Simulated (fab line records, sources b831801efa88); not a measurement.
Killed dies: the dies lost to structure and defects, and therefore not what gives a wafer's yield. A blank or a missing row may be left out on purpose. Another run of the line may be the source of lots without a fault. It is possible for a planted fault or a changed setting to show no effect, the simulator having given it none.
Which tool was responsible? ; flow gf180mcu ; 6 lots with 18 wafers sampled at 2 steps, on a route of 602 steps

== WHAT THE GAUGES SHOWED, per wafer ==
GF_V2_THK_MEAS_01.
lot;measured;on;V2_CVD_00_THK (nm)
L166;day 20 05:40;film-metro-02;605 602 601
L168;day 21 07:25;film-metro-04;599 594 599
L175;day 23 14:34;film-metro-03;582 595 599
L178;day 24 20:43;film-metro-03;600 598 600
L182;day 26 03:31;film-metro-04;590 593 587
L186;day 27 02:01;film-metro-03;589 589 583

== WHICH TOOL RAN EACH LOT (tool, then ch and the chambers of the sampled wafers, then the start) ==
lot;GF_M2_STRIP_17
L166;plasma-asher-04 ch 0,1, day 20 04:58
L168;plasma-asher-03 ch 0,1, day 21 06:47
L175;plasma-asher-01 ch 0,1, day 23 13:58
L178;plasma-asher-04 ch 0,1, day 24 20:04
L182;plasma-asher-01 ch 0,1, day 26 02:55
L186;plasma-asher-01 ch 0,1, day 27 01:25
- GF_M2_STRIP_17: strips in O2/N2.

== THE ANSWER, worked out from the rows above alone ==
Rule: what is usual is taken from the lots themselves. The widest of any qualifying gaps counts: lots, ordered by their means at a reading, are off when they make up no more than a third of the lots, leave a main group of 4 or more, and stand apart from it by 3 or more times the standard deviation of that group's means. A main group whose means are all the same, to the digits that the tables above print for the reading, isn't used. A lot without any number at a reading at which 4 lots or more have one is off too. Where the step has rows for the other lots, those lots are counted as sound.
Nothing can be told from this: no lot is off at any reading shown.

== WHAT HAD BEEN PUT IN BY THE SIMULATOR ==
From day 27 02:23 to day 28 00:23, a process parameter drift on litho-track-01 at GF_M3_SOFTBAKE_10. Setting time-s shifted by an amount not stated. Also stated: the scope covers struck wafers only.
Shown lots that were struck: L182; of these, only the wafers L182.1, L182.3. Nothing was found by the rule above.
